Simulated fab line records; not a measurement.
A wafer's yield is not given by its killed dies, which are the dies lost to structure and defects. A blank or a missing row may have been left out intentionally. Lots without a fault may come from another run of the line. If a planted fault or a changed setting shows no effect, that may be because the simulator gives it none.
Which tool did it?    flow gf180mcu    39 wafers from 13 lots sampled at 4 of the route's 602 steps

## WHAT THE GAUGES READ, wafer by wafer
GF_V2_CD_MEAS_14: the cd target is 260 nm. Usual: cd-nm at 260.0 nm, with a standard deviation of 1.2.
lot   measured      on         cd-nm (nm)         flag
L205  day 20 10:05  cd-sem-01  259.8 258.6 260.8  
L206  day 20 17:10  cd-sem-02  261.1 261.4 259.9  
L208  day 21 13:20  cd-sem-02  258.9 260.1 260.0  
L209  day 21 20:47  cd-sem-02  260.7 260.9 259.5  
L210  day 22 05:22  cd-sem-02  259.0 258.1 257.9  
L219  day 25 15:26  cd-sem-02  261.2 261.0 260.6  
L221  day 25 22:47  cd-sem-01  260.2 259.7 260.7  
L223  day 26 12:10  cd-sem-02  262.8 261.3 262.1  
L224  day 26 21:56  cd-sem-02  260.6 259.9 260.4  
L225  day 27 11:32  cd-sem-02  257.8 258.8 258.3  
L226  day 27 12:49  cd-sem-02  259.9 259.9 260.5  
L227  day 27 21:00  cd-sem-02  258.6 258.2 259.1  
L228  day 28 03:34  cd-sem-02  258.8 258.9 258.7  

## WHAT TOOL EACH LOT RAN ON (gives the tool, then ch and the chambers of the sampled wafers, and finally the start)
lot   GF_VT_IMPLANT_COAT_24              GF_VT_IMPLANT_STRIP_31                GF_V2_PEB_12
L205  litho-track-01 ch 0, day 6 14:12   plasma-asher-04 ch 0,1, day 6 22:23   litho-track-01 ch 0, day 20 10:05 or earlier
L206  litho-track-03 ch 0, day 6 18:02   plasma-asher-03 ch 0,1, day 7 02:31   litho-track-02 ch 0, day 20 17:10 or earlier
L208  litho-track-04 ch 0, day 7 09:46   plasma-asher-02 ch 0,1, day 7 17:52   litho-track-01 ch 0, day 21 13:20 or earlier
L209  litho-track-03 ch 0, day 7 13:36   plasma-asher-04 ch 0,1, day 7 21:59   litho-track-02 ch 0, day 21 20:47 or earlier
L210  litho-track-01 ch 0, day 7 20:50   plasma-asher-04 ch 0,1, day 8 04:52   litho-track-02 ch 0, day 22 05:22 or earlier
L219  litho-track-03 ch 0, day 10 08:50  plasma-asher-02 ch 0,1, day 10 18:13  litho-track-01 ch 0, day 25 15:26 or earlier
L221  litho-track-03 ch 0, day 10 20:18  plasma-asher-02 ch 0,1, day 11 06:13  litho-track-02 ch 0, day 25 22:47 or earlier
L223  litho-track-04 ch 0, day 11 08:57  plasma-asher-02 ch 0,1, day 11 18:13  litho-track-01 ch 0, day 26 12:10 or earlier
L224  litho-track-04 ch 0, day 11 18:37  plasma-asher-03 ch 0,1, day 12 05:02  litho-track-01 ch 0, day 26 21:56 or earlier
L225  litho-track-01 ch 0, day 12 04:16  plasma-asher-02 ch 0,1, day 12 13:49  litho-track-02 ch 0, day 27 11:32 or earlier
L226  litho-track-04 ch 0, day 12 05:31  plasma-asher-02 ch 0,1, day 12 15:20  litho-track-02 ch 0, day 27 12:49 or earlier
L227  litho-track-01 ch 0, day 12 11:32  plasma-asher-03 ch 0,1, day 12 21:23  litho-track-02 ch 0, day 27 21:00 or earlier
L228  litho-track-04 ch 0, day 12 20:18  plasma-asher-02 ch 0,1, day 13 06:37  litho-track-01 ch 0, day 28 03:34 or earlier
- GF_VT_IMPLANT_COAT_24: resist thk 1000 nm.
- GF_VT_IMPLANT_STRIP_31: strips in O2/N2.
- GF_V2_PEB_12: peb time 91.9 s.

## WHAT THE TOOLS THEMSELVES READ (means of the sampled wafers that have a number; where no wafer has one, the mark that the record gives instead)
GF_VT_IMPLANT_COAT_24. Usual: spin-speed-rpm at 3000.0 rpm, with a standard deviation of 2.
lot   tool            spin-speed-rpm (rpm)  flag
L205  litho-track-01  3002.0                
L206  litho-track-03  3000.6                
L208  litho-track-04  3000.4                
L209  litho-track-03  2998.8                
L210  litho-track-01  2998.7                
L219  litho-track-03  3442.0                OFF
L221  litho-track-03  3443.8                OFF
L223  litho-track-04  2998.9                
L224  litho-track-04  2997.3                
L225  litho-track-01  3000.9                
L226  litho-track-04  2998.8                
L227  litho-track-01  3001.0                
L228  litho-track-04  3000.9                

GF_VT_IMPLANT_STRIP_31. Usual: drypump-motor-current-A 5.5 A, standard deviation 0.4; heater-power-w 335 W, standard deviation 20; oes-product-au 0.716 a.u., standard deviation 0.0044; strip-time-to-endpoint-s 12.64 s, standard deviation 0.034.
lot   tool             drypump-motor-current-A (A)  heater-power-w (W)  oes-product-au (a.u.)  strip-time-to-endpoint-s (s)  flag
L205  plasma-asher-04  5.4                          339                 0.714                  12.58                         
L206  plasma-asher-03  5.5                          346                 0.717                  12.65                         
L208  plasma-asher-02  5.4                          334                 0.711                  12.64                         
L209  plasma-asher-04  6.0                          330                 0.715                  12.65                         
L210  plasma-asher-04  5.4                          339                 0.717                  12.62                         
L219  plasma-asher-02  5.4                          329                 0.716                  11.85                         OFF
L221  plasma-asher-02  5.4                          332                 0.717                  11.86                         OFF
L223  plasma-asher-02  5.4                          342                 0.721                  12.60                         
L224  plasma-asher-03  5.6                          314                 0.720                  12.64                         
L225  plasma-asher-02  5.4                          333                 0.721                  12.65                         
L226  plasma-asher-02  5.4                          337                 0.715                  12.61                         
L227  plasma-asher-03  5.6                          341                 0.720                  12.66                         
L228  plasma-asher-02  5.4                          337                 0.715                  12.59                         

GF_V2_PEB_12. Usual: plate-sensor-t-centre-C 136.13 C, standard deviation 0.01; plate-sensor-t-edge-C 136.29 C, standard deviation 0.01.
lot   tool            plate-sensor-t-centre-C (C)  plate-sensor-t-edge-C (C)  flag
L205  litho-track-01  136.13                       136.29                     
L206  litho-track-02  136.13                       136.30                     
L208  litho-track-01  136.13                       136.29                     
L209  litho-track-02  136.13                       136.30                     
L210  litho-track-02  136.13                       136.30                     
L219  litho-track-01  136.13                       136.30                     
L221  litho-track-02  136.13                       136.29                     
L223  litho-track-01  136.13                       136.30                     
L224  litho-track-01  136.13                       136.29                     
L225  litho-track-02  136.13                       136.29                     
L226  litho-track-02  136.14                       136.30                     
L227  litho-track-02  136.12                       136.30                     
L228  litho-track-01  136.14                       136.30                     

## THE ANSWER, worked out from the rows above alone
Rule: take the mean of a lot's wafers that have a number; if it is more than 3 standard deviations from the usual mean, the lot is off. A lot without any number at a reading at which 4 lots or more have one is off too. Any other lot the step has rows for is counted as sound. The gauges are gone through in route order, then the tools' own readings, and for those a lot's mean is taken as printed above. The first step at which some lot is off is used, and at that step the reading that is off furthest; a lot without a number counts as furthest.
Off: L219, L221, at GF_VT_IMPLANT_COAT_24 (spin-speed-rpm).
If a tool, at that step or one of the process steps before it, ran each lot that is off and ran no sound lot following the first of them, it fits. One candidate fits, namely litho-track-03 at GF_VT_IMPLANT_COAT_24. A fault onset in the window from L209 (day 7 13:36, its last sound lot) to L219 (day 10 08:50, its first lot off) fits.
On the lots that are off, the tool's own readings at GF_VT_IMPLANT_COAT_24 differ by more than 5 times the standard deviation of the sound lots' means, which bears it out; spin-speed-rpm reads 3442.9 rpm there versus 2999.8 rpm on the sound lots.

## WHAT WAS PUT IN BY THE SIMULATOR
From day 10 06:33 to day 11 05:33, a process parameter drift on litho-track-03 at GF_VT_IMPLANT_COAT_24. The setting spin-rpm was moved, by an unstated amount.
Shown lots that were struck: L219, L221. The rule given above showed the same thing.
